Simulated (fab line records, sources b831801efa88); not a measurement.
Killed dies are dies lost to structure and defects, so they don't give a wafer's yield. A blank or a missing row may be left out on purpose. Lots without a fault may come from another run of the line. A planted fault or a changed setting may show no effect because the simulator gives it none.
fab line records | flow sky130
record lots=24 wafers=72 last_day=50
route steps=708 shown POLY_GATE@235 CONTACT@411 METAL1@438 VIA1@459
lots that met no fault: from a run of the same line without faults
start_h: hours from the record's first day to the start of the lot's first wafer shown | wait_h: hours since the lot's step before | " the same as in the row above | L1.1+2: a row that stands for several wafers | - no value, or no start given | * or withheld: withheld | < > ~ a bound
route shown NAME@n: a module of which the file shows steps, and the number in the route of the first | usual: mean/standard deviation of fault-free wafers | same: alike in all rows | chamber/n: place in a boat | sites: the reading at each site | _std_site: their standard deviation | _edge_site: outer sites' mean less inner sites' | radius_mm: how far each site lies from the wafer's centre | mask NAME#n: copy n | behind: the tool/chamber that last shaped the wafer | hold: why the lot was held/for how many hours/how that ended | device: the transistor (n, p or np) that didn't switch | end of line: the same wafers' tests at the end of the route | a step without rows: its recipe alone | killed: dies lost to structure and defects at the first sort, not the wafer's yield | map: a wafer's dies, x killed, . not, _ none there
set.NAME: the setting as run; set.NAME@STEP: as run at that earlier step | model.NAME: the simulator's own value behind a step, which no gauge read
steps of the route over a sample of lots; a table a step, a row a wafer
services: from which hour (start_h, from the record's first day; less than 0 if before it) a tool's chamber was out of use, for how many hours, and why
## steps
# step SKY_POLY_GATE_THK_MEAS_21
# recipe reads=SiO2_of_POLY_GATE_OXIDATION_20
# usual POLY_GATE_OXIDATION_THK=3.99/0.072
# columns lot.wafer tool chamber start_h wait_h POLY_GATE_OXIDATION_THK[nm]
L074.2 film_metro-02 - 373.27 0.0 4.03
L074.4 " - " " 3.99
L074.6 " - " " 4.06
L075.2 film_metro-02 - 380.13 0.0 4.08
L075.4 " - " " 3.95
L075.6 " - " " 3.96
L076.2 film_metro-03 - 385.74 0.0 3.94
L076.3 " - " " 3.99
L076.5 " - " " 3.93
L077.1 film_metro-02 - 392.93 0.0 4.00
L077.3 " - " " 4.15
L077.5 " - " " 4.07
L078.1 film_metro-03 - 406.22 0.0 4.08
L078.4 " - " " 4.13
L078.6 " - " " 4.15
L079.2 film_metro-02 - 413.03 0.0 3.97
L079.3 " - " " 3.91
L079.6 " - " " 4.12
L080.1 film_metro-03 - 419.87 0.0 4.01
L080.4 " - " " 3.99
L080.5 " - " " 3.92
L081.3 film_metro-04 - 434.30 0.0 4.05
L081.5 " - " " 4.02
L081.6 " - " " 3.99
L082.1 film_metro-04 - 443.17 0.0 3.96
L082.2 " - " " 4.02
L082.4 " - " " 3.93
L083.2 film_metro-02 - 450.59 0.0 4.16
L083.4 " - " " 4.11
L083.5 " - " " 4.07
L084.3 film_metro-04 - 462.22 0.0 3.95
L084.4 " - " " 3.97
L084.5 " - " " 4.05
L085.2 film_metro-03 - 471.57 0.0 3.95
L085.3 " - " " 4.08
L085.4 " - " " 4.01
L086.1 film_metro-03 - 476.72 0.0 3.91
L086.2 " - " " 3.92
L086.3 " - " " 3.99
L087.2 film_metro-04 - 484.68 0.0 4.08
L087.4 " - " " 3.98
L087.6 " - " " 4.00
L088.3 film_metro-04 - 495.39 0.0 3.95
L088.4 " - " " 4.02
L088.6 " - " " 3.96
L089.1 film_metro-02 - 505.82 0.0 4.06
L089.4 " - " " 4.01
L089.5 " - " " 3.99
L090.2 film_metro-02 - 518.73 0.0 4.02
L090.3 " - " " 4.14
L090.4 " - " " 4.04
L091.1 film_metro-02 - 521.88 0.0 3.98
L091.2 " - " " 4.08
L091.6 " - " " 4.07
L092.1 film_metro-04 - 530.37 0.0 3.96
L092.3 " - " " 3.92
L092.6 " - " " 4.02
L093.1 film_metro-02 - 544.38 0.0 3.93
L093.2 " - " " 3.95
L093.4 " - " " 3.93
L094.2 film_metro-02 - 548.23 0.0 3.92
L094.5 " - " " 3.87
L094.6 " - " " 3.90
L095.3 film_metro-03 - 559.84 0.0 3.86
L095.4 " - " " 3.98
L095.5 " - " " 3.83
L096.1 film_metro-04 - 568.67 0.0 3.96
L096.4 " - " " 4.02
L096.6 " - " " 4.00
L097.2 film_metro-04 - 574.93 0.0 3.96
L097.5 " - " " 3.97
L097.6 " - " " 3.92
# step SKY_CONTACT_BOW_MEAS_05
# recipe mode=bow
# usual CONTACT_BOW=81/6.5
# columns lot.wafer tool chamber start_h wait_h CONTACT_BOW[um]
L074.2 film_metro-02 - 708.09 0.2 87
L074.4 " - " " 74
L074.6 " - " " 88
L075.2 film_metro-01 - 718.39 0.2 68
L075.4 " - " " 79
L075.6 " - " " 67
L076.2 film_metro-03 - 719.57 0.2 93
L076.3 " - " " 76
L076.5 " - " " 77
L077.1 film_metro-01 - 728.18 0.2 83
L077.3 " - " " 81
L077.5 " - " " 83
L078.1 film_metro-03 - 739.58 0.1 84
L078.4 " - " " 82
L078.6 " - " " 87
L079.2 film_metro-02 - 743.65 0.1 86
L079.3 " - " " 77
L079.6 " - " " 73
L080.1 film_metro-03 - 752.68 0.2 83
L080.4 " - " " 86
L080.5 " - " " 97
L081.3 film_metro-01 - 764.65 0.1 76
L081.5 " - " " 75
L081.6 " - " " 77
L082.1 film_metro-02 - 771.52 0.1 83
L082.2 " - " " 99
L082.4 " - " " 83
L083.2 film_metro-02 - 782.09 0.2 86
L083.4 " - " " 81
L083.5 " - " " 77
L084.3 film_metro-03 - 786.86 0.2 76
L084.4 " - " " 71
L084.5 " - " " 88
L085.2 film_metro-01 - 798.38 0.3 79
L085.3 " - " " 83
L085.4 " - " " 81
L086.1 film_metro-01 - 801.74 0.1 80
L086.2 " - " " 99
L086.3 " - " " 78
L087.2 film_metro-01 - 809.44 0.2 88
L087.4 " - " " 90
L087.6 " - " " 71
L088.3 film_metro-03 - 815.91 0.2 78
L088.4 " - " " 78
L088.6 " - " " 80
L089.1 film_metro-03 - 826.12 0.2 78
L089.4 " - " " 80
L089.5 " - " " 99
L090.2 film_metro-01 - 837.72 0.2 76
L090.3 " - " " 86
L090.4 " - " " 80
L091.1 film_metro-02 - 840.53 0.1 78
L091.2 " - " " 72
L091.6 " - " " 82
L092.1 film_metro-03 - 847.23 0.2 92
L092.3 " - " " 92
L092.6 " - " " 74
L093.1 film_metro-02 - 858.28 0.1 71
L093.2 " - " " 73
L093.4 " - " " 85
L094.2 film_metro-01 - 863.79 0.2 86
L094.5 " - " " 81
L094.6 " - " " 80
L095.3 film_metro-02 - 876.32 0.2 84
L095.4 " - " " 91
L095.5 " - " " 87
L096.1 film_metro-01 - 881.17 0.2 86
L096.4 " - " " 87
L096.6 " - " " 78
L097.2 film_metro-02 - 885.40 0.2 81
L097.5 " - " " 70
L097.6 " - " " 72
# step SKY_CONTACT_RS_MEAS_25
# recipe thk_meas_gauge=four-point-probe reads=W_of_CONTACT_CVD_24+TiN_of_CONTACT_SPUTTER_23
# usual CONTACT_W_RS=0.334/0.005
# columns lot.wafer tool chamber start_h wait_h CONTACT_W_RS[ohm/sq]
L074.2 film_metro-02 - 736.60 0.1 0.339
L074.4 " - " " 0.340
L074.6 " - " " 0.336
L075.2 film_metro-01 - 747.35 0.1 0.337
L075.4 " - " " 0.335
L075.6 " - " " 0.342
L076.2 film_metro-03 - 747.90 0.1 0.332
L076.3 " - " " 0.328
L076.5 " - " " 0.329
L077.1 film_metro-03 - 756.51 0.1 0.332
L077.3 " - " " 0.335
L077.5 " - " " 0.333
L078.1 film_metro-02 - 768.23 0.1 0.332
L078.4 " - " " 0.331
L078.6 " - " " 0.334
L079.2 film_metro-01 - 772.25 0.1 0.342
L079.3 " - " " 0.337
L079.6 " - " " 0.339
L080.1 film_metro-03 - 781.31 0.1 0.333
L080.4 " - " " 0.335
L080.5 " - " " 0.341
L081.3 film_metro-02 - 792.23 0.1 0.342
L081.5 " - " " 0.337
L081.6 " - " " 0.336
L082.1 film_metro-01 - 798.97 0.1 0.338
L082.2 " - " " 0.334
L082.4 " - " " 0.339
L083.2 film_metro-03 - 809.35 0.1 0.335
L083.4 " - " " 0.332
L083.5 " - " " 0.339
L084.3 film_metro-02 - 814.37 0.1 0.331
L084.4 " - " " 0.327
L084.5 " - " " 0.328
L085.2 film_metro-02 - 826.40 0.1 0.332
L085.3 " - " " 0.334
L085.4 " - " " 0.342
L086.1 film_metro-01 - 829.31 0.1 0.328
L086.2 " - " " 0.331
L086.3 " - " " 0.329
L087.2 film_metro-02 - 836.64 0.1 0.327
L087.4 " - " " 0.332
L087.6 " - " " 0.335
L088.3 film_metro-02 - 843.25 0.2 0.333
L088.4 " - " " 0.332
L088.6 " - " " 0.329
L089.1 film_metro-01 - 853.50 0.1 0.335
L089.4 " - " " 0.332
L089.5 " - " " 0.331
L090.2 film_metro-03 - 864.16 0.1 0.338
L090.3 " - " " 0.337
L090.4 " - " " 0.340
L091.1 film_metro-02 - 867.63 0.1 0.330
L091.2 " - " " 0.323
L091.6 " - " " 0.329
L092.1 film_metro-01 - 874.49 0.1 0.330
L092.3 " - " " 0.322
L092.6 " - " " 0.327
L093.1 film_metro-01 - 885.43 0.1 0.339
L093.2 " - " " 0.343
L093.4 " - " " 0.336
L094.2 film_metro-03 - 890.30 0.1 0.329
L094.5 " - " " 0.335
L094.6 " - " " 0.332
L095.3 film_metro-01 - 903.78 0.1 0.345
L095.4 " - " " 0.340
L095.5 " - " " 0.339
L096.1 film_metro-03 - 907.58 0.1 0.344
L096.4 " - " " 0.338
L096.6 " - " " 0.337
L097.2 film_metro-03 - 912.21 0.1 0.342
L097.5 " - " " 0.341
L097.6 " - " " 0.336
# step SKY_METAL1_SPUTTER_04
# recipe material=TiN target_thk_nm=70 power_w=6500 time_s=58.3 chamber_pressure_pa=0.4
# usual throttle_valve_pct=29.8/0.91
# columns lot.wafer tool chamber start_h wait_h throttle_valve_pct
L074.2 pvd_sputter-04 - 737.15 0.0 29.8
L074.4 " - " " 30.7
L074.6 " - " " 30.7
L075.2 pvd_sputter-01 - 747.90 0.0 27.7
L075.4 " - " " 31.0
L075.6 " - " " 29.6
L076.2 pvd_sputter-04 - 748.54 0.0 30.5
L076.3 " - " " 30.4
L076.5 " - " " 29.0
L077.1 pvd_sputter-02 - 757.08 0.0 30.9
L077.3 " - " " 30.4
L077.5 " - " " 30.1
L078.1 pvd_sputter-02 - 768.80 0.0 30.3
L078.4 " - " " 29.7
L078.6 " - " " 29.8
L079.2 pvd_sputter-04 - 772.80 0.0 30.5
L079.3 " - " " 30.0
L079.6 " - " " 30.0
L080.1 pvd_sputter-04 - 782.14 0.0 30.7
L080.4 " - " " 30.0
L080.5 " - " " 30.6
L081.3 pvd_sputter-04 - 792.76 0.0 30.7
L081.5 " - " " 29.2
L081.6 " - " " 30.5
L082.1 pvd_sputter-01 - 799.54 0.0 27.6
L082.2 " - " " 29.7
L082.4 " - " " 29.2
L083.2 pvd_sputter-02 - 809.90 0.0 30.5
L083.4 " - " " 29.7
L083.5 " - " " 29.8
L084.3 pvd_sputter-01 - 814.90 0.0 27.8
L084.4 " - " " 29.2
L084.5 " - " " 28.8
L085.2 pvd_sputter-01 - 826.96 0.0 30.6
L085.3 " - " " 27.6
L085.4 " - " " 28.9
L086.1 pvd_sputter-04 - 829.88 0.0 30.1
L086.2 " - " " 30.6
L086.3 " - " " 29.1
L087.2 pvd_sputter-01 - 837.20 0.0 30.8
L087.4 " - " " 29.1
L087.6 " - " " 30.6
L088.3 pvd_sputter-01 - 843.78 0.0 31.0
L088.4 " - " " 29.8
L088.6 " - " " 28.1
L089.1 pvd_sputter-02 - 854.51 0.0 30.1
L089.4 " - " " 30.8
L089.5 " - " " 29.9
L090.2 pvd_sputter-01 - 864.71 0.0 29.8
L090.3 " - " " 30.4
L090.4 " - " " 29.2
L091.1 pvd_sputter-04 - 868.20 0.0 30.5
L091.2 " - " " 30.6
L091.6 " - " " 29.1
L092.1 pvd_sputter-01 - 875.06 0.0 27.9
L092.3 " - " " 29.7
L092.6 " - " " 29.9
L093.1 pvd_sputter-01 - 886.00 0.0 27.7
L093.2 " - " " 30.9
L093.4 " - " " 29.4
L094.2 pvd_sputter-04 - 890.85 0.0 30.9
L094.5 " - " " 29.9
L094.6 " - " " 30.6
L095.3 pvd_sputter-01 - 904.31 0.0 29.0
L095.4 " - " " 31.0
L095.5 " - " " 29.8
L096.1 pvd_sputter-04 - 908.37 0.0 29.2
L096.4 " - " " 30.5
L096.6 " - " " 29.1
L097.2 pvd_sputter-01 - 912.84 0.0 27.7
L097.5 " - " " 29.3
L097.6 " - " " 29.4
# step SKY_VIA1_THK_MEAS_01
# recipe reads=SiO2_of_VIA1_HDPCVD_00
# usual VIA1_HDPCVD_THK=1030/9.8
# columns lot.wafer tool chamber start_h wait_h VIA1_HDPCVD_THK[nm]
L074.2 film_metro-04 - 765.94 0.1 1040
L074.4 " - " " 1056
L074.6 " - " " 1062
L075.2 film_metro-02 - 775.13 0.1 1043
L075.4 " - " " 1039
L075.6 " - " " 1039
L076.2 film_metro-03 - 776.29 0.1 1027
L076.3 " - " " 1019
L076.5 " - " " 1025
L077.1 film_metro-03 - 785.31 0.1 1031
L077.3 " - " " 1036
L077.5 " - " " 1023
L078.1 film_metro-04 - 796.36 0.1 1038
L078.4 " - " " 1039
L078.6 " - " " 1036
L079.2 film_metro-04 - 800.08 0.1 1031
L079.3 " - " " 1047
L079.6 " - " " 1023
L080.1 film_metro-02 - 810.22 0.1 1040
L080.4 " - " " 1031
L080.5 " - " " 1039
L081.3 film_metro-04 - 821.14 0.1 1038
L081.5 " - " " 1031
L081.6 " - " " 1034
L082.1 film_metro-02 - 826.74 0.1 1035
L082.2 " - " " 1032
L082.4 " - " " 1027
L083.2 film_metro-03 - 836.94 0.1 1033
L083.4 " - " " 1017
L083.5 " - " " 1034
L084.3 film_metro-03 - 841.74 0.1 1027
L084.4 " - " " 1022
L084.5 " - " " 1007
L085.2 film_metro-03 - 853.55 0.1 1028
L085.3 " - " " 1024
L085.4 " - " " 1025
L086.1 film_metro-03 - 856.97 0.1 1029
L086.2 " - " " 1023
L086.3 " - " " 1045
L087.2 film_metro-02 - 863.80 0.1 1028
L087.4 " - " " 1036
L087.6 " - " " 1025
L088.3 film_metro-02 - 871.08 0.1 1035
L088.4 " - " " 1029
L088.6 " - " " 1036
L089.1 film_metro-02 - 881.25 0.1 1032
L089.4 " - " " 1021
L089.5 " - " " 1032
L090.2 film_metro-03 - 891.83 0.1 1033
L090.3 " - " " 1040
L090.4 " - " " 1020
L091.1 film_metro-02 - 895.41 0.1 1030
L091.2 " - " " 1027
L091.6 " - " " 1012
L092.1 film_metro-04 - 901.64 0.1 1034
L092.3 " - " " 1034
L092.6 " - " " 1031
L093.1 film_metro-03 - 912.87 0.1 1015
L093.2 " - " " 1022
L093.4 " - " " 1017
L094.2 film_metro-04 - 916.68 0.1 1017
L094.5 " - " " 1028
L094.6 " - " " 1010
L095.3 film_metro-04 - 930.20 0.1 1026
L095.4 " - " " 1035
L095.5 " - " " 1021
L096.1 film_metro-03 - 933.91 0.1 1031
L096.4 " - " " 1030
L096.6 " - " " 1019
L097.2 film_metro-04 - 938.86 0.1 1011
L097.5 " - " " 1010
L097.6 " - " " 1017
# step SKY_VIA1_OVL_MEAS_13
# usual VIA1_OVL=-1/5.3
# columns lot.wafer tool chamber start_h wait_h VIA1_OVL[nm]
L074.2 overlay-02 - 793.21 0.1 1
L074.4 " - " " 4
L074.6 " - " " 4
L075.2 overlay-01 - 802.17 0.1 -3
L075.4 " - " " -6
L075.6 " - " " -8
L076.2 overlay-02 - 803.10 0.1 3
L076.3 " - " " 0
L076.5 " - " " -4
L077.1 overlay-02 - 812.15 0.1 -5
L077.3 " - " " -2
L077.5 " - " " 0
L078.1 overlay-02 - 823.96 0.1 -6
L078.4 " - " " -16
L078.6 " - " " -9
L079.2 overlay-02 - 826.60 0.1 1
L079.3 " - " " 8
L079.6 " - " " -2
L080.1 overlay-01 - 836.96 0.1 -1
L080.4 " - " " 0
L080.5 " - " " -5
L081.3 overlay-01 - 847.78 0.1 -2
L081.5 " - " " -8
L081.6 " - " " 0
L082.1 overlay-02 - 853.91 0.1 -3
L082.2 " - " " 2
L082.4 " - " " -1
L083.2 overlay-01 - 862.82 0.1 -1
L083.4 " - " " -5
L083.5 " - " " -1
L084.3 overlay-02 - 868.56 0.1 -2
L084.4 " - " " 4
L084.5 " - " " -2
L085.2 overlay-02 - 880.25 0.1 7
L085.3 " - " " 4
L085.4 " - " " 4
L086.1 overlay-02 - 883.46 0.1 1
L086.2 " - " " 3
L086.3 " - " " -3
L087.2 overlay-01 - 890.06 0.1 -2
L087.4 " - " " 1
L087.6 " - " " 0
L088.3 overlay-02 - 896.93 0.1 -8
L088.4 " - " " -8
L088.6 " - " " -5
L089.1 overlay-02 - 907.36 0.1 -3
L089.4 " - " " 0
L089.5 " - " " -2
L090.2 overlay-02 - 917.70 0.1 -4
L090.3 " - " " 4
L090.4 " - " " -1
L091.1 overlay-01 - 919.95 0.1 3
L091.2 " - " " 2
L091.6 " - " " -1
L092.1 overlay-02 - 927.21 0.1 -5
L092.3 " - " " 1
L092.6 " - " " 0
L093.1 overlay-01 - 938.45 0.1 -3
L093.2 " - " " -4
L093.4 " - " " -9
L094.2 overlay-01 - 941.61 0.1 3
L094.5 " - " " 0
L094.6 " - " " -7
L095.3 overlay-01 - 954.61 0.1 8
L095.4 " - " " 5
L095.5 " - " " 8
L096.1 overlay-01 - 958.60 0.1 -4
L096.4 " - " " -1
L096.6 " - " " -9
L097.2 overlay-02 - 963.91 0.1 5
L097.5 " - " " 10
L097.6 " - " " 6
## services
# columns tool chamber start_h hours kind
pvd_sputter-01 3 720.00 - consumable_replace:kit
pvd_sputter-01 3 720.00 18.0 scheduled_down
pvd_sputter-01 3 720.00 18.0 vent_cycle
pvd_sputter-04 3 782.19 - consumable_replace:kit
pvd_sputter-04 3 782.19 18.0 scheduled_down
pvd_sputter-04 3 782.19 18.0 vent_cycle
pvd_sputter-04 - 791.24 1.4 repair
pvd_sputter-02 - 815.19 4.5 repair
pvd_sputter-01 - 849.35 1.8 repair
pvd_sputter-02 - 856.05 1.2 repair
pvd_sputter-02 - 872.16 27.3 repair
pvd_sputter-04 2 910.25 - consumable_replace:kit
pvd_sputter-04 2 910.25 18.0 scheduled_down
pvd_sputter-04 2 910.25 18.0 vent_cycle
## key
fault none
